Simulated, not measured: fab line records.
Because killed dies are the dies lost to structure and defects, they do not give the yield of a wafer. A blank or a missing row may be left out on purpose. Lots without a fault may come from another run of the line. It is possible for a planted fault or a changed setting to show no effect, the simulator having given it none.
Which of the tools did it? -- flow sky130 -- 12 lots with 36 wafers sampled at 2 steps, on a route of 708 steps

== WHAT EACH GAUGE READ, for each wafer ==
SKY_VIA2_CD_MEAS_12 targets a cd of 200 nm.
lot,measured,on,cdNm (nm)
L331,day 36 20:38,cdSem-02,199.8 199.6 199.7
L332,day 37 11:34,cdSem-02,201.5 201.1 200.3
L335,day 38 09:16,cdSem-02,200.3 199.6 200.7
L338,day 39 05:32,cdSem-01,198.4 198.8 199.5
L337,day 39 07:53,cdSem-02,201.7 201.3 201.1
L339,day 39 08:57,cdSem-02,203.2 202.9 201.4
L340,day 39 18:07,cdSem-01,197.6 199.7 198.8
L342,day 40 07:35,cdSem-02,202.1 200.7 200.8
L348,day 42 15:47,cdSem-02,199.2 198.6 199.5
L350,day 43 07:58,cdSem-02,201.5 201.4 201.5
L349,day 43 08:19,cdSem-01,197.3 198.7 198.5
L351,day 43 12:47,cdSem-02,200.0 201.7 200.7

SKY_VIA2_THK_MEAS_23: measures by xrf.
lot,measured,on,VIA2_W_THK (nm)
L331,day 36 21:48,filmMetro-04,426 424 427
L332,day 37 13:04,filmMetro-03,429 426 425
L335,day 38 10:26,filmMetro-04,435 433 435
L338,day 39 06:43,filmMetro-03,434 436 431
L337,day 39 09:10,filmMetro-03,435 435 433
L339,day 39 10:08,filmMetro-01,432 423 426
L340,day 39 19:17,filmMetro-03,435 438 440
L342,day 40 08:47,filmMetro-04,438 438 438
L348,day 42 16:56,filmMetro-03,431 439 427
L350,day 43 09:10,filmMetro-04,428 425 423
L349,day 43 09:29,filmMetro-01,431 433 436
L351,day 43 13:57,filmMetro-03,431 426 428

== WHAT TOOL EACH LOT RAN ON (gives the tool, then ch and the chambers of the sampled wafers, and finally the start) ==
The record shows no process step preceding these readings.

== WHAT THE TOOLS THEMSELVES READ (means of the sampled wafers that have a number; where no wafer has one, the mark that the record gives instead) ==
The record holds no such reading with a usual standard deviation.

== THE ANSWER, worked out from the rows above alone ==
Rule: what is usual is taken from the lots themselves. The widest of any qualifying gaps counts: lots, ordered by their means at a reading, are off when they make up no more than a third of the lots, leave a main group of 4 or more, and stand apart from it by 3 or more times the standard deviation of that group's means. A main group is skipped when, at the precision printed for the reading in the tables above, its means are all equal. A lot without any number at a reading at which 4 lots or more have one is off too. Any other lot the step has rows for is counted as sound. After the gauges, taken in route order, come the tools' own readings; for these a lot's mean is taken, as printed above. At the first step where some lot is off, the reading lying furthest off is the one used; lots without a number count as furthest.
Across all readings shown, no lot is off: no conclusion can be drawn from this.

== WHAT HAD BEEN PUT IN BY THE SIMULATOR ==
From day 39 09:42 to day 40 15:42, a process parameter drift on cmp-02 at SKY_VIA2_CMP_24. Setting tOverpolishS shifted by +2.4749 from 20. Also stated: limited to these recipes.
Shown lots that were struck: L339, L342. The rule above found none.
